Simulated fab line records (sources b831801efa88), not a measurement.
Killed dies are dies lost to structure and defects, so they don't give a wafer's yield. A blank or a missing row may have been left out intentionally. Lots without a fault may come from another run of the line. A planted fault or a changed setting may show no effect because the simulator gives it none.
Problem report in the 8D (eight disciplines) form, filled by code :: flow sky130 :: the parts of the form that need people (team, actions taken, sign-off) are left out
Where a reading is given only as a bound, like >300, the bound stands for it, and a mean or a difference that rests on one is marked > or <: the true number lies beyond.

1. THE ISSUE
METAL5_ALCU_RS at SKY_METAL5_RS_MEAS_05 reads a mean of 8.71243 ohm/sq on 6 wafers of 2 lots; wafers without a fault read 0.02715 ohm/sq with a standard deviation of 0.0003. So: +99 or more standard deviations from the usual mean.
The step: measures by four-point-probe.
First observed at day 47 10:30: wafer L175.2, on film metro-01. Wafers with a number at this step in the record: 33, from 11 lots. By rule, "out" or "out of limits" means more than 4 standard deviations away from the usual mean. The other wafers with a number count as sound.

2. WHAT IT IS, WHAT IT ISN'T
question: which readings at this step
is: METAL5_ALCU_RS
is not: -

question: which lots
is: L175, L176
is not: L162, L163, L166, L169, L170, L171, L173, L177, L180

question: which wafers of those lots
is: all that have a number
is not: -

question: read on which gauges
is: film metro-01, film metro-03
is not: film metro-02

question: when
is: from day 47 10:30
is not: up to then (21 sound wafers); but 6 sound wafers of L177, L180 came after

3. THE SUSPECTS, EACH WITH WHAT RULES IT OUT
Counting: a tool stays on the suspect list if, at a process step up to the reading, it processed all lots that are out and no sound lot following the first of them.
- the gauge at SKY_METAL5_RS_MEAS_05 has been ruled out. Those wafers that are out were read across 2 gauges (film metro-01, film metro-03).
- cvd w-01 at SKY_VIA4_CVD_18 (deposits W, target thk 505 nm, time 152.14 s): ruled out as a lasting fault. Sound lots L180 ran on it after its first lot that is out, L175 (day 47 09:29).
- pvd sputter-03 at SKY_METAL5_SPUTTER_02 (material AlCu, target thk 1150 nm, time 61.2 s): ruled out as a lasting fault. Sound lots L177, L180 ran on it after its first lot that is out, L175 (day 47 10:22).
Left after counting: nothing in the record.

4. THE CAUSE (what the simulator had put in)
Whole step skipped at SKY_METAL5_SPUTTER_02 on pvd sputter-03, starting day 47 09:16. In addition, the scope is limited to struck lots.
The count ruled it out by mistake, since the rule takes a fault to strike every lot its tool runs from the start of the fault on, and this one did not do so.

5. THE CHAIN OF EFFECTS, in route order
One row per reading whose mean, taken over the struck wafers that have a number, lies over 3 standard deviations from the usual. Only readings whose record carries a usual standard deviation are examined. hours: median over the lots of the time between each lot's start at the first step of this table that gives one and its start at this step. sigmas: the change, counted in usual standard deviations.
hours: 0
step: SKY_METAL5_RS_MEAS_05
reading: METAL5_ALCU_RS
usual: 0.02715 ohm/sq
on struck wafers: 8.71243
change: +8.68528
sigmas: +99 or more

hours: 0
step: SKY_METAL5_THK_MEAS_06
reading: METAL5_ALCU_THK
usual: 1130 nm
on struck wafers: <1
change: <-1129
sigmas: <-87

hours: 58
step: SKY_PAD_OPEN_PROBE_99
reading: defect limited yield
usual: 82.2 %
on struck wafers: 0.0
change: -82.2
sigmas: -37

hours: 58
step: SKY_PAD_OPEN_PROBE_99
reading: killed_at_M4_up
usual: 3.0
on struck wafers: 413.0
change: +410.0
sigmas: +99 or more

hours: 58
step: SKY_PAD_OPEN_PROBE_99
reading: killed dies
usual: 88
on struck wafers: 492
change: +404
sigmas: +37

hours: 58
step: SKY_PAD_OPEN_PROBE_99
reading: killed on rim
usual: 17
on struck wafers: 96
change: +79
sigmas: +23

hours: 58
step: SKY_PAD_OPEN_PROBE_99
reading: sort_bin_5_function
usual: 10.6 %
on struck wafers: 92.8
change: +82.2
sigmas: +48

hours: 58
step: SKY_PAD_OPEN_PROBE_99
reading: sort n pass
usual: 404
on struck wafers: 0
change: -404
sigmas: -37

hours: 58
step: SKY_PAD_OPEN_PROBE_99
reading: sort yield pct
usual: 82.2 %
on struck wafers: 0.0
change: -82.2
sigmas: -37
Process steps it contains:
- SKY_PAD_OPEN_PROBE_99
Readings that are blank on the struck wafers while sound wafers have them: cathode dc power W at SKY_METAL5_SPUTTER_02; chamber pressure pa at SKY_METAL5_SPUTTER_02; throttle valve pct at SKY_METAL5_SPUTTER_02.

6. HOW IT WOULD HAVE BEEN CAUGHT EARLIER
In this record the first reading out of limits at a measuring or inspecting step was taken at day 47 10:30, 1 hour after the fault began at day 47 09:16.
At SKY_METAL5_SPUTTER_02 the tool's readings are blank on the struck wafers, where sound wafers have them: an empty tool record is the first sign, and it was there at once.
